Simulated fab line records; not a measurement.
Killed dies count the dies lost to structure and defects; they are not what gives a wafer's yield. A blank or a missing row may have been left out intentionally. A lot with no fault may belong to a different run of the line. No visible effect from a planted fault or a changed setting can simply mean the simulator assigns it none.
Matching of chambers	flow gf180mcu	GF_V2_CVD_02 on pecvd-04 has 3 sister chambers
The step deposits SiO2 from TEOS, target thk 850 nm, time 94.851 s. 3 wafers are shown with their chamber, then 7 later ones without.

EACH WAFER AND ITS CHAMBER
wafer	chamber	heater-power-w (W)
L564.5	2	508
L566.6	1	643
L570.4	0	604

WAFERS WITH NO CHAMBER GIVEN
wafer	heater-power-w (W)
L570.5	651
L571.2	601
L571.5	591
L571.6	635
L572.1	657
L572.3	528
L572.5	565

CHAMBER TAKEN BY EACH
wafer	from the rows above	in truth
L570.5	1	1
L571.2	0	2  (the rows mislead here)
L571.5	0	0
L571.6	can't be placed: 1 or 0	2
L572.1	1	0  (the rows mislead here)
L572.3	2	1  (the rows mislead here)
L572.5	can't be placed: 0 or 2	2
2 of 7 placed correctly. These rows do not allow placing 2 (true chamber among the candidates in 1). 3 placed wrongly.
How it was worked out, from the rows above alone: a wafer's distance from a chamber is the root of the sum, over the readings, of the square of ((its reading less the chamber's mean) divided by the reading's scatter). The wafer belongs to the nearest chamber; if the next one is less than 2 further off, it can't be placed. Each chamber's mean is taken over the wafers shown for it. The scatter: with one shown wafer a chamber, the root of the mean of the squares of how far each hidden wafer lies from its nearest shown one.
